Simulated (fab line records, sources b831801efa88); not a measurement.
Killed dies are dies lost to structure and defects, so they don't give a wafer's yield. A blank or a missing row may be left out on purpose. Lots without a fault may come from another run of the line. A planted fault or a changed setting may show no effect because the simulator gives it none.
One fault seen from 2 desks | flow gf180mcu | each desk has only its own numbers; what lay behind them comes last

THE TOOL OWNER'S DESK: rie_diel-02
The tool's own readings at GF_V3_ETCH_17 (etches SiO2 in C4F8/O2/Ar, stops on TiN, target depth 635 nm): means of the sampled wafers that have a number, for each lot that ran on this tool. A lot is out of limits, marked OUT, if its mean lies more than 4 standard deviations from the usual mean; the brackets give that distance.
Columns: A = oes_product_au at GF_V3_ETCH_17, usual 0.857 a.u.; B = rf_fwd_power_W at GF_V3_ETCH_17, usual 1492 W
lot  | first seen here | A     | B
L668 | day 23 10:00    | 0.856 | 1494
L670 | day 24 01:00    | 0.854 | 1497
L672 | day 24 21:00    | 0.861 | 1490
L674 | day 25 14:00    | 0.859 | 1493
L675 | day 26 03:00    | 0.859 | 1491
L676 | day 26 06:00    | 0.860 | 1492
This desk's finding: nothing out of limits on any of the 6 lots.

THE METROLOGY DESK
What the gauges read, lot by lot, whatever tool the lot ran on: means of the sampled wafers that have a number. A lot is out of limits, marked OUT, if its mean lies more than 4 standard deviations from the usual mean; the brackets give that distance.
Columns: A = V5_W_THK at GF_V5_THK_MEAS_25, usual 357 nm
lot  | first seen here | A
L665 | day 27 01:05    | 354
L668 | day 28 02:37    | 356
L669 | day 28 10:59    | 363
L670 | day 28 16:37    | 358
L672 | day 29 09:55    | 355
L673 | day 29 17:40    | 352
L674 | day 30 02:12    | 358
L675 | day 30 10:44    | 358
L676 | day 30 14:07    | 356
L682 | day 32 15:16    | 363
L685 | day 32 20:11    | 355
L686 | day 33 04:04    | 346
L687 | day 33 08:05    | 359
This desk's finding: nothing out of limits on any of the 13 lots.

PUT TOGETHER
The tool owner's desk saw nothing out of limits.
The metrology desk saw nothing out of limits.

WHAT THE SIMULATOR HAD PUT IN
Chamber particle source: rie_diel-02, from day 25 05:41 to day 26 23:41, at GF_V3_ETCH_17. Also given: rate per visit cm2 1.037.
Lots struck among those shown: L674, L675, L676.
